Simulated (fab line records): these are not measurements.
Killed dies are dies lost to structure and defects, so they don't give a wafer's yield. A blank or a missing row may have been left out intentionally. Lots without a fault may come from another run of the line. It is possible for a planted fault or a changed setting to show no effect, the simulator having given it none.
Which of the tools did it? / flow sky130 / 45 wafers from 15 lots sampled at 5 of the route's 708 steps

WHAT THE GAUGES SHOWED, per wafer
SKY_VT_ADJUST_LVTN_TW_MEAS_10. Usual: VT_ADJUST_LVTN_TW typically reads 244.0, with standard deviation 1.7.
lot=L285; measured=day 6 22:20; on=film-metro-02; VT_ADJUST_LVTN_TW=247.1 246.1 246.5; flag=
lot=L287; measured=day 7 11:46; on=film-metro-03; VT_ADJUST_LVTN_TW=241.1 242.4 240.8; flag=
lot=L288; measured=day 7 19:25; on=film-metro-02; VT_ADJUST_LVTN_TW=248.0 246.4 246.2; flag=
lot=L291; measured=day 8 11:14; on=film-metro-01; VT_ADJUST_LVTN_TW=30.5 30.6 30.6; flag=OFF
lot=L292; measured=day 8 17:22; on=film-metro-02; VT_ADJUST_LVTN_TW=30.5 30.5 30.5; flag=OFF
lot=L293; measured=day 8 23:12; on=film-metro-01; VT_ADJUST_LVTN_TW=30.5 30.3 30.4; flag=OFF
lot=L294; measured=day 9 06:21; on=film-metro-01; VT_ADJUST_LVTN_TW=242.4 243.6 243.8; flag=
lot=L299; measured=day 11 00:03; on=film-metro-01; VT_ADJUST_LVTN_TW=244.5 243.8 245.1; flag=
lot=L301; measured=day 11 11:13; on=film-metro-01; VT_ADJUST_LVTN_TW=246.5 244.5 245.0; flag=
lot=L302; measured=day 11 12:36; on=film-metro-03; VT_ADJUST_LVTN_TW=242.1 241.0 239.8; flag=
lot=L303; measured=day 11 20:05; on=film-metro-02; VT_ADJUST_LVTN_TW=243.4 245.0 244.4; flag=
lot=L304; measured=day 12 05:53; on=film-metro-02; VT_ADJUST_LVTN_TW=244.8 246.0 245.4; flag=
lot=L305; measured=day 12 12:11; on=film-metro-03; VT_ADJUST_LVTN_TW=244.4 244.1 243.6; flag=
lot=L306; measured=day 12 17:38; on=film-metro-01; VT_ADJUST_LVTN_TW=245.1 243.7 243.4; flag=
lot=L307; measured=day 12 23:07; on=film-metro-02; VT_ADJUST_LVTN_TW=243.6 244.6 244.3; flag=

SKY_SONOS_TUNNEL_CD_MEAS_07 targets a cd of 410 nm. Usual: cd-nm 409.7 nm, standard deviation 2.4.
lot=L285; measured=day 11 10:07; on=cd-sem-02; cd-nm (nm)=407.5 406.7 406.5; flag=
lot=L287; measured=day 12 02:38; on=cd-sem-02; cd-nm (nm)=408.0 407.2 409.7; flag=
lot=L288; measured=day 12 13:44; on=cd-sem-02; cd-nm (nm)=409.8 408.8 408.7; flag=
lot=L294; measured=day 14 07:29; on=cd-sem-02; cd-nm (nm)=412.1 411.4 410.1; flag=
lot=L299; measured=day 16 08:34; on=cd-sem-02; cd-nm (nm)=406.0 406.3 406.5; flag=
lot=L301; measured=day 16 22:37; on=cd-sem-01; cd-nm (nm)=411.9 412.1 409.8; flag=
lot=L302; measured=day 17 00:35; on=cd-sem-02; cd-nm (nm)=408.0 407.7 408.9; flag=
lot=L303; measured=day 17 09:11; on=cd-sem-01; cd-nm (nm)=410.3 411.1 410.9; flag=
lot=L304; measured=day 17 22:23; on=cd-sem-01; cd-nm (nm)=411.6 413.1 411.8; flag=
lot=L305; measured=day 18 04:17; on=cd-sem-02; cd-nm (nm)=406.8 408.4 407.0; flag=
lot=L306; measured=day 18 13:38; on=cd-sem-01; cd-nm (nm)=407.1 406.8 408.2; flag=
lot=L307; measured=day 18 19:28; on=cd-sem-01; cd-nm (nm)=408.4 406.6 406.4; flag=

SKY_POLY_CUT_CD_MEAS_08 targets a cd of 270 nm. Usual: cd-nm 269.9 nm, standard deviation 1.4.
lot=L285; measured=day 24 05:31; on=cd-sem-01; cd-nm (nm)=269.7 269.3 270.1; flag=
lot=L287; measured=day 25 03:58; on=cd-sem-02; cd-nm (nm)=267.9 267.0 267.5; flag=
lot=L288; measured=day 25 10:52; on=cd-sem-01; cd-nm (nm)=270.5 270.1 270.9; flag=
lot=L294; measured=day 27 13:29; on=cd-sem-01; cd-nm (nm)=271.7 270.7 269.7; flag=
lot=L299; measured=day 29 13:26; on=cd-sem-01; cd-nm (nm)=271.3 271.6 272.4; flag=
lot=L301; measured=day 30 02:49; on=cd-sem-01; cd-nm (nm)=268.0 269.9 268.9; flag=
lot=L302; measured=day 30 06:52; on=cd-sem-02; cd-nm (nm)=269.1 269.4 269.0; flag=
lot=L303; measured=day 30 13:05; on=cd-sem-02; cd-nm (nm)=270.0 271.0 269.0; flag=
lot=L304; measured=day 31 01:04; on=cd-sem-01; cd-nm (nm)=266.4 266.5 268.6; flag=
lot=L305; measured=day 31 07:20; on=cd-sem-02; cd-nm (nm)=270.6 271.5 270.0; flag=
lot=L306; measured=day 31 12:17; on=cd-sem-02; cd-nm (nm)=270.2 271.1 270.6; flag=
lot=L307; measured=day 31 16:37; on=cd-sem-01; cd-nm (nm)=269.3 269.8 269.0; flag=

WHICH TOOL RAN EACH LOT (tool, then ch and the chambers of the sampled wafers, then the start)
lot=L285; SKY_VT_ADJUST_LVTN_IMPLANT_08=implanter-04 ch 0, day 6 22:06; SKY_LDD_LDN_STRIP_12=plasma-asher-01 ch 0,1, day 22 21:52
lot=L287; SKY_VT_ADJUST_LVTN_IMPLANT_08=implanter-01 ch 0, day 7 11:31; SKY_LDD_LDN_STRIP_12=plasma-asher-04 ch 0,1, day 23 20:32
lot=L288; SKY_VT_ADJUST_LVTN_IMPLANT_08=implanter-04 ch 0, day 7 19:10; SKY_LDD_LDN_STRIP_12=plasma-asher-01 ch 0,1, day 24 02:59
lot=L291; SKY_VT_ADJUST_LVTN_IMPLANT_08=implanter-01, day 8 10:59; SKY_LDD_LDN_STRIP_12=-
lot=L292; SKY_VT_ADJUST_LVTN_IMPLANT_08=implanter-01, day 8 17:07; SKY_LDD_LDN_STRIP_12=-
lot=L293; SKY_VT_ADJUST_LVTN_IMPLANT_08=implanter-02, day 8 22:57; SKY_LDD_LDN_STRIP_12=-
lot=L294; SKY_VT_ADJUST_LVTN_IMPLANT_08=implanter-02 ch 0, day 9 06:06; SKY_LDD_LDN_STRIP_12=plasma-asher-04 ch 0,1, day 26 07:01
lot=L299; SKY_VT_ADJUST_LVTN_IMPLANT_08=implanter-02 ch 0, day 10 23:48; SKY_LDD_LDN_STRIP_12=plasma-asher-04 ch 0,1, day 28 07:04
lot=L301; SKY_VT_ADJUST_LVTN_IMPLANT_08=implanter-01 ch 0, day 11 10:58; SKY_LDD_LDN_STRIP_12=plasma-asher-02 ch 0,1, day 28 21:38
lot=L302; SKY_VT_ADJUST_LVTN_IMPLANT_08=implanter-04 ch 0, day 11 12:22; SKY_LDD_LDN_STRIP_12=plasma-asher-04 ch 0,1, day 29 00:59
lot=L303; SKY_VT_ADJUST_LVTN_IMPLANT_08=implanter-01 ch 0, day 11 19:50; SKY_LDD_LDN_STRIP_12=plasma-asher-02 ch 0,1, day 29 06:37
lot=L304; SKY_VT_ADJUST_LVTN_IMPLANT_08=implanter-02 ch 0, day 12 05:40; SKY_LDD_LDN_STRIP_12=plasma-asher-01 ch 0,1, day 29 19:10
lot=L305; SKY_VT_ADJUST_LVTN_IMPLANT_08=implanter-02 ch 0, day 12 11:56; SKY_LDD_LDN_STRIP_12=plasma-asher-02 ch 0,1, day 30 00:59
lot=L306; SKY_VT_ADJUST_LVTN_IMPLANT_08=implanter-01 ch 0, day 12 17:23; SKY_LDD_LDN_STRIP_12=plasma-asher-02 ch 1, day 30 06:47
lot=L307; SKY_VT_ADJUST_LVTN_IMPLANT_08=implanter-02 ch 0, day 12 22:52; SKY_LDD_LDN_STRIP_12=plasma-asher-02 ch 0,1, day 30 10:50
- SKY_VT_ADJUST_LVTN_IMPLANT_08
- SKY_LDD_LDN_STRIP_12: strips in O2/N2.

AS READ BY THE TOOLS THEMSELVES (means over the sampled wafers that have a number; for cases with no such wafer, the mark the record gives instead)
SKY_VT_ADJUST_LVTN_IMPLANT_08. Usual: beam-energy-keV 30.002, standard deviation 0.0088; beam-on-s 10.02 s, standard deviation 0.21.
lot=L285; tool=implanter-04; beam-energy-keV=29.999; beam-on-s (s)=9.96; flag=
lot=L287; tool=implanter-01; beam-energy-keV=30.002; beam-on-s (s)=9.97; flag=
lot=L288; tool=implanter-04; beam-energy-keV=30.007; beam-on-s (s)=9.99; flag=
lot=L291; tool=implanter-01; beam-energy-keV=-; beam-on-s (s)=-; flag=OFF
lot=L292; tool=implanter-01; beam-energy-keV=-; beam-on-s (s)=-; flag=OFF
lot=L293; tool=implanter-02; beam-energy-keV=-; beam-on-s (s)=-; flag=OFF
lot=L294; tool=implanter-02; beam-energy-keV=29.993; beam-on-s (s)=10.00; flag=
lot=L299; tool=implanter-02; beam-energy-keV=30.004; beam-on-s (s)=9.95; flag=
lot=L301; tool=implanter-01; beam-energy-keV=30.005; beam-on-s (s)=9.94; flag=
lot=L302; tool=implanter-04; beam-energy-keV=29.995; beam-on-s (s)=10.02; flag=
lot=L303; tool=implanter-01; beam-energy-keV=29.995; beam-on-s (s)=10.22; flag=
lot=L304; tool=implanter-02; beam-energy-keV=30.004; beam-on-s (s)=10.18; flag=
lot=L305; tool=implanter-02; beam-energy-keV=30.000; beam-on-s (s)=9.93; flag=
lot=L306; tool=implanter-01; beam-energy-keV=30.009; beam-on-s (s)=10.18; flag=
lot=L307; tool=implanter-02; beam-energy-keV=30.012; beam-on-s (s)=10.07; flag=

SKY_LDD_LDN_STRIP_12. Usual: drypump-motor-current-A 5.9 A, standard deviation 0.61; n2-flow-sccm 300.0 sccm, standard deviation 0.83; oes-product-au 0.716 a.u., standard deviation 0.0046; strip-time-to-endpoint-s 14.18 s, standard deviation 0.039.
lot=L285; tool=plasma-asher-01; drypump-motor-current-A (A)=5.8; n2-flow-sccm (sccm)=299.3; oes-product-au (a.u.)=0.719; strip-time-to-endpoint-s (s)=14.18; flag=
lot=L287; tool=plasma-asher-04; drypump-motor-current-A (A)=6.4; n2-flow-sccm (sccm)=300.6; oes-product-au (a.u.)=0.716; strip-time-to-endpoint-s (s)=14.16; flag=
lot=L288; tool=plasma-asher-01; drypump-motor-current-A (A)=5.8; n2-flow-sccm (sccm)=300.2; oes-product-au (a.u.)=0.720; strip-time-to-endpoint-s (s)=14.13; flag=
lot=L294; tool=plasma-asher-04; drypump-motor-current-A (A)=6.4; n2-flow-sccm (sccm)=300.1; oes-product-au (a.u.)=0.712; strip-time-to-endpoint-s (s)=14.18; flag=
lot=L299; tool=plasma-asher-04; drypump-motor-current-A (A)=6.4; n2-flow-sccm (sccm)=300.3; oes-product-au (a.u.)=0.717; strip-time-to-endpoint-s (s)=14.19; flag=
lot=L301; tool=plasma-asher-02; drypump-motor-current-A (A)=5.5; n2-flow-sccm (sccm)=300.8; oes-product-au (a.u.)=0.714; strip-time-to-endpoint-s (s)=14.16; flag=
lot=L302; tool=plasma-asher-04; drypump-motor-current-A (A)=6.4; n2-flow-sccm (sccm)=300.1; oes-product-au (a.u.)=0.717; strip-time-to-endpoint-s (s)=14.16; flag=
lot=L303; tool=plasma-asher-02; drypump-motor-current-A (A)=6.0; n2-flow-sccm (sccm)=300.0; oes-product-au (a.u.)=0.711; strip-time-to-endpoint-s (s)=14.15; flag=
lot=L304; tool=plasma-asher-01; drypump-motor-current-A (A)=5.8; n2-flow-sccm (sccm)=300.1; oes-product-au (a.u.)=0.720; strip-time-to-endpoint-s (s)=14.17; flag=
lot=L305; tool=plasma-asher-02; drypump-motor-current-A (A)=5.4; n2-flow-sccm (sccm)=299.4; oes-product-au (a.u.)=0.718; strip-time-to-endpoint-s (s)=14.13; flag=
lot=L306; tool=plasma-asher-02; drypump-motor-current-A (A)=4.9; n2-flow-sccm (sccm)=300.4; oes-product-au (a.u.)=0.716; strip-time-to-endpoint-s (s)=14.18; flag=
lot=L307; tool=plasma-asher-02; drypump-motor-current-A (A)=6.0; n2-flow-sccm (sccm)=300.3; oes-product-au (a.u.)=0.716; strip-time-to-endpoint-s (s)=14.14; flag=

THE ANSWER, worked out from the rows above alone
Rule: a lot counts as off when the mean over its wafers that have a number is more than 3 standard deviations away from the usual mean. A lot without any number at a reading at which 4 lots or more have one is off too. All remaining lots with rows at the step are treated as sound. After the gauges, taken in route order, come the tools' own readings; for these a lot's mean is taken, as printed above. The first step at which some lot is off is used, and at that step the reading that is off furthest; a lot without a number counts as furthest.
Off: L291, L292, L293, seen at SKY_VT_ADJUST_LVTN_TW_MEAS_10 (VT_ADJUST_LVTN_TW).
If a tool, at a process step before that reading, ran all the lots that are off and no sound lot after the first of them, it fits. Not tried: the gauges at SKY_VT_ADJUST_LVTN_TW_MEAS_10; whatever is off there is also off at SKY_VT_ADJUST_LVTN_IMPLANT_08, on other tools, and gauge error can't account for it. Not one of the candidates tried fits.

WHAT HAD BEEN PUT IN BY THE SIMULATOR
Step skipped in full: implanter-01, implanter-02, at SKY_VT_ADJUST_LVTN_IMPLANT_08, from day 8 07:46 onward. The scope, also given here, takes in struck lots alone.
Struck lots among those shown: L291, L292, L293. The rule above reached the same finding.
